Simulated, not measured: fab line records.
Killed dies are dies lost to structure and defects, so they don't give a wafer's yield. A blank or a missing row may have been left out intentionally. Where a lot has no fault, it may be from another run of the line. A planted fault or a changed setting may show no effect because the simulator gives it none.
Chamber matching    flow gf180mcu    GF_V2_CMP_04 on cmp-02 has 4 sister chambers
The step polishes SiO2. 4 wafers are shown with their chamber, then 7 later ones without.

## EACH WAFER AND ITS CHAMBER
wafer   chamber  motorCurrentA (A)
L787.1  2        12.7
L791.2  3        13.2
L793.2  0        11.0
L794.2  1        12.2

## WAFERS WHOSE CHAMBER IS MISSING
wafer   motorCurrentA (A)
L795.2  12.2
L802.3  13.4
L802.4  11.1
L802.6  12.0
L806.3  13.1
L806.4  12.5
L806.6  12.1

## EACH ONE'S CHAMBER
wafer    from the rows above       in truth
L795.2   1                         1
L802.3   3                         3
L802.4   0                         0
L802.6   1                         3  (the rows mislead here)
L806.3   3                         3
L806.4   can't be placed: 2 or 1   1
L806.6   1                         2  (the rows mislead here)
4 of 7 placed correctly. From these rows, 1 cannot be placed; in 1 the true chamber is one of the candidates. Placed wrongly: 2.
How it was worked out, from the rows above alone: a wafer's distance from a chamber is the root of the sum, over the readings, of the square of ((its reading less the chamber's mean) divided by the reading's scatter). If the next closest chamber is less than 2 further off than the closest, the wafer can't be placed; otherwise it belongs to the closest. The mean given for a chamber averages the wafers shown for that chamber. The scatter: with one shown wafer a chamber, the root of the mean of the squares of how far each hidden wafer lies from its nearest shown one.
